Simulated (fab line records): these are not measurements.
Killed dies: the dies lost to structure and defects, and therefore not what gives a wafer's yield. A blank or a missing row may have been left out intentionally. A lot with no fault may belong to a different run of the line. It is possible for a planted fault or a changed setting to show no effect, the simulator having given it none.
Chamber matching ; flow sky130 ; 4 sister chambers for SKY_METAL3_ETCH_17 on rie diel-01
The step etches SiO2 in C4F8/O2/Ar, stops on TiN, time 3.9 s, target depth 15 nm. 18 wafers are shown with their chamber, then 9 later ones without.

WAFERS, EACH WITH ITS CHAMBER
wafer;chamber;oes product au (a.u.);chamber pressure mTorr (mTorr)
L074.1;3;0.758;39.95
L074.2;1;0.764;39.98
L074.4;0;0.754;40.01
L081.3;1;0.747;39.96
L081.4;2;0.754;40.01
L081.5;1;0.761;40.01
L085.1;3;0.757;39.90
L085.2;1;0.755;39.97
L085.5;1;0.765;39.94
L084.3;1;0.750;40.00
L084.4;2;0.762;40.03
L084.6;0;0.756;40.01
L088.3;2;0.749;39.97
L088.4;3;0.755;40.00
L088.6;3;0.751;40.01
L089.1;0;0.747;39.92
L089.3;2;0.745;40.00
L089.4;3;0.757;40.08

SIGNATURES, as means of the wafers listed above
reading;chamber 0;chamber 1;chamber 2;chamber 3;scatter within a chamber
oes product au;0.75233;0.75700;0.75250;0.75560;0.00609
chamber pressure mTorr;39.9800;39.9767;40.0025;39.9880;0.0454
Rule: for a wafer and a chamber, the distance is found by dividing, reading by reading, the gap between the wafer's reading and the chamber's mean by the reading's scatter, squaring, summing and taking the root. The wafer belongs to the nearest chamber; if the next one is less than 2 further off, it can't be placed. The scatter: take each reading less its chamber's mean, square it, sum over the shown wafers, divide by the number of wafers less the number of chambers, and take the root.

WAFERS WITHOUT THEIR CHAMBER
wafer;oes product au (a.u.);chamber pressure mTorr (mTorr)
L093.1;0.747;40.02
L093.2;0.753;39.92
L093.3;0.750;39.91
L096.1;0.761;40.02
L096.2;0.745;39.99
L096.5;0.754;39.97
L097.2;0.758;40.04
L097.4;0.763;40.05
L097.5;0.761;39.98

EACH ONE'S CHAMBER
wafer;from the rows above;in truth
L093.1;can't be placed: 2 or 0 or 3 or 1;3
L093.2;can't be placed: 0 or 1 or 3 or 2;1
L093.3;can't be placed: 0 or 1 or 3 or 2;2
L096.1;can't be placed: 3 or 1 or 2 or 0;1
L096.2;can't be placed: 0 or 2 or 3 or 1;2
L096.5;can't be placed: 0 or 3 or 1 or 2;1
L097.2;can't be placed: 3 or 2 or 1 or 0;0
L097.4;can't be placed: 3 or 1 or 2 or 0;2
L097.5;can't be placed: 1 or 3 or 0 or 2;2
Correctly placed: 0 of 9. Not placeable from these rows: 9 (in 9, the candidates include the true chamber). Placed wrongly: 0.
